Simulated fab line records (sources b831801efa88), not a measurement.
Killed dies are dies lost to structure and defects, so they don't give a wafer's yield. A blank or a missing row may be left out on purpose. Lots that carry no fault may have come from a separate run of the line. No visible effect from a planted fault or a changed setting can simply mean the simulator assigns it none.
Which tool was responsible? ; flow sky130 ; 42 wafers from 14 lots sampled at 6 of the route's 708 steps

== WHAT THE GAUGES SHOWED, per wafer ==
SKY_CONTACT_THK_MEAS_03. Usual: CONTACT_HDPCVD_THK gives 565 nm (standard deviation 6.1).
lot;measured;on;CONTACT_HDPCVD_THK (nm);flag
L303;day 30 05:11;film_metro-01;573 559 569;
L305;day 31 03:02;film_metro-01;569 566 569;
L306;day 31 09:19;film_metro-02;563 556 559;
L315;day 34 11:06;film_metro-01;568 570 567;
L316;day 34 22:01;film_metro-01;559 567 568;
L317;day 35 02:55;film_metro-04;565 566 568;
L318;day 35 12:15;film_metro-02;566 571 573;
L319;day 35 12:59;film_metro-04;562 551 559;
L321;day 36 06:56;film_metro-04;566 563 562;
L322;day 36 09:43;film_metro-02;564 571 562;
L323;day 36 15:13;film_metro-02;569 571 575;
L324;day 37 00:06;film_metro-01;571 564 560;
L325;day 37 09:21;film_metro-01;561 568 564;
L326;day 37 17:26;film_metro-01;582 574 568;

SKY_VIA1_BOW_MEAS_03. Usual: VIA1_BOW gives 77 um (standard deviation 7.3).
lot;measured;on;VIA1_BOW (um);flag
L303;day 32 14:55;film_metro-02;79 77 64;
L305;day 33 12:58;film_metro-03;76 76 68;
L306;day 33 17:23;film_metro-04;73 75 81;
L315;day 36 20:58;film_metro-03;87 65 83;
L316;day 37 05:59;film_metro-03;82 88 76;
L317;day 37 11:18;film_metro-02;90 78 74;
L318;day 37 20:03;film_metro-02;78 76 75;
L319;day 37 21:28;film_metro-03;80 92 75;
L321;day 38 13:22;film_metro-03;69 89 72;
L322;day 38 16:28;film_metro-03;75 78 74;
L323;day 38 21:37;film_metro-03;86 57 74;
L324;day 39 06:58;film_metro-04;87 91 83;
L325;day 39 14:53;film_metro-02;73 70 80;
L326;day 39 22:57;film_metro-04;90 76 75;

SKY_CAPM_RS_MEAS_03: uses a four-point probe to measure. Usual: CAPM_TIN_RS gives 6.89 ohm/sq (standard deviation 0.079).
lot;measured;on;CAPM_TIN_RS (ohm/sq);flag
L303;day 36 03:03;film_metro-03;6.75 6.79 6.73;
L305;day 37 00:21;film_metro-03;- - -;OFF
L306;day 37 06:37;film_metro-01;- - -;OFF
L315;day 40 06:40;film_metro-04;6.95 6.79 6.88;
L316;day 40 14:49;film_metro-04;6.87 6.83 6.86;
L317;day 40 19:08;film_metro-03;6.86 6.95 6.79;
L318;day 41 04:03;film_metro-04;6.93 6.92 6.95;
L319;day 41 06:14;film_metro-04;6.90 6.78 6.88;
L321;day 41 18:05;film_metro-04;6.82 6.92 6.93;
L322;day 41 22:28;film_metro-04;6.94 6.98 6.78;
L323;day 42 04:19;film_metro-01;6.88 6.95 6.85;
L324;day 42 12:56;film_metro-01;6.87 6.95 7.05;
L325;day 42 19:45;film_metro-03;6.81 6.86 6.86;
L326;day 43 03:35;film_metro-01;6.84 6.89 6.73;

SKY_CAPM_THK_MEAS_04: measures by xrf. Usual: CAPM_TIN_THK gives 203.3 nm (standard deviation 2.3).
lot;measured;on;CAPM_TIN_THK (nm);flag
L303;day 36 03:10;film_metro-03;206.1 207.0 207.7;
L305;day 37 00:28;film_metro-03;<0.0 <0.0 <0.0;OFF
L306;day 37 06:44;film_metro-01;<0.0 <0.0 <0.0;OFF
L315;day 40 06:46;film_metro-04;200.3 204.8 204.3;
L316;day 40 14:56;film_metro-04;202.3 204.1 203.2;
L317;day 40 19:16;film_metro-03;204.6 202.0 207.1;
L318;day 41 04:10;film_metro-04;201.2 200.6 200.3;
L319;day 41 06:20;film_metro-04;201.9 205.6 201.4;
L321;day 41 18:13;film_metro-04;204.3 200.9 201.0;
L322;day 41 22:35;film_metro-04;200.4 199.9 204.9;
L323;day 42 04:26;film_metro-01;203.9 202.4 205.2;
L324;day 42 13:02;film_metro-01;204.8 201.4 199.6;
L325;day 42 19:51;film_metro-03;205.0 204.6 202.9;
L326;day 43 03:41;film_metro-01;204.6 204.3 208.5;

== EACH LOT AND THE TOOL THAT RAN IT (in order: tool; ch and the chambers of the sampled wafers; start) ==
lot;SKY_VIA2_CVD_21;SKY_CAPM_SPUTTER_02
L303;cvd_w-01 ch 0,1, day 36 02:05;pvd_sputter-03, day 36 02:56
L305;cvd_w-01 ch 0,1, day 36 23:23;pvd_sputter-04, day 37 00:14
L306;cvd_w-02 ch 0, day 37 05:32;pvd_sputter-03, day 37 06:31
L315;cvd_w-01 ch 0,1, day 40 05:41;pvd_sputter-03, day 40 06:32
L316;cvd_w-02 ch 0,1, day 40 13:51;pvd_sputter-04, day 40 14:42
L317;cvd_w-02 ch 0,1, day 40 18:11;pvd_sputter-03, day 40 19:02
L318;cvd_w-02 ch 0,1, day 41 03:04;pvd_sputter-01, day 41 03:55
L319;cvd_w-02 ch 0,1, day 41 05:16;pvd_sputter-04, day 41 06:04
L321;cvd_w-01 ch 0,1, day 41 17:08;pvd_sputter-04, day 41 17:59
L322;cvd_w-01 ch 0,1, day 41 21:30;pvd_sputter-04, day 41 22:21
L323;cvd_w-01 ch 0,1, day 42 03:22;pvd_sputter-03, day 42 04:12
L324;cvd_w-02 ch 0,1, day 42 11:57;pvd_sputter-03, day 42 12:48
L325;cvd_w-02 ch 0,1, day 42 18:47;pvd_sputter-04, day 42 19:36
L326;cvd_w-02 ch 0,1, day 43 02:36;pvd_sputter-03, day 43 03:27
- SKY_VIA2_CVD_21: deposits W, target thk 420 nm, time 126.4 s.
- SKY_CAPM_SPUTTER_02: material TiN, target thk 200 nm, time 166.7 s.

== WHAT THE TOOLS THEMSELVES READ (means of the sampled wafers that have a number; where no wafer has one, the mark that the record gives instead) ==
SKY_VIA2_CVD_21. Usual: heater_power_w reads 832 W (standard deviation 53).
lot;tool;heater_power_w (W);flag
L303;cvd_w-01;813;
L305;cvd_w-01;858;
L306;cvd_w-02;836;
L315;cvd_w-01;760;
L316;cvd_w-02;856;
L317;cvd_w-02;848;
L318;cvd_w-02;848;
L319;cvd_w-02;845;
L321;cvd_w-01;817;
L322;cvd_w-01;768;
L323;cvd_w-01;816;
L324;cvd_w-02;849;
L325;cvd_w-02;862;
L326;cvd_w-02;868;

SKY_CAPM_SPUTTER_02. Usual: cathode_dc_power_W 6500.2 W, standard deviation 1.1; chamber_pressure_pa 0.4000 Pa, standard deviation 0.00076; throttle_valve_pct 30.1 %, standard deviation 1.1.
lot;tool;cathode_dc_power_W (W);chamber_pressure_pa (Pa);throttle_valve_pct (%);flag
L303;pvd_sputter-03;6500.0;0.4002;29.2;
L305;pvd_sputter-04;-;-;-;OFF
L306;pvd_sputter-03;-;-;-;OFF
L315;pvd_sputter-03;6500.3;0.3999;29.6;
L316;pvd_sputter-04;6499.3;0.4001;31.0;
L317;pvd_sputter-03;6500.3;0.4004;29.0;
L318;pvd_sputter-01;6500.0;0.4001;30.6;
L319;pvd_sputter-04;6501.1;0.3995;30.8;
L321;pvd_sputter-04;6499.7;0.3998;30.3;
L322;pvd_sputter-04;6499.6;0.3996;31.2;
L323;pvd_sputter-03;6501.7;0.3999;29.3;
L324;pvd_sputter-03;6500.7;0.4004;29.5;
L325;pvd_sputter-04;6500.1;0.3998;30.7;
L326;pvd_sputter-03;6499.1;0.4012;29.0;

== THE ANSWER, worked out from the rows above alone ==
Rule: lot off if the mean of its wafers having a number is beyond 3 standard deviations from the usual mean. Also off: a lot with no number at a reading for which 4 or more lots have one. All remaining lots with rows at the step are treated as sound. Order of review: gauges by route order, followed by the tools' own readings, for which a lot's mean as printed above is used. The first step at which some lot is off is used, and at that step the reading that is off furthest; a lot without a number counts as furthest.
Off: L305, L306, seen at SKY_CAPM_RS_MEAS_03 (CAPM_TIN_RS). Without a number there: L305, L306.
If a tool, at a process step before that reading, ran all the lots that are off and no sound lot after the first of them, it fits. The gauges at SKY_CAPM_RS_MEAS_03 aren't tried: what is off there is off at SKY_CAPM_SPUTTER_02 too, on other tools, and a gauge's error can't cause that. Not one of the candidates tried fits.

== WHAT HAD BEEN PUT IN BY THE SIMULATOR ==
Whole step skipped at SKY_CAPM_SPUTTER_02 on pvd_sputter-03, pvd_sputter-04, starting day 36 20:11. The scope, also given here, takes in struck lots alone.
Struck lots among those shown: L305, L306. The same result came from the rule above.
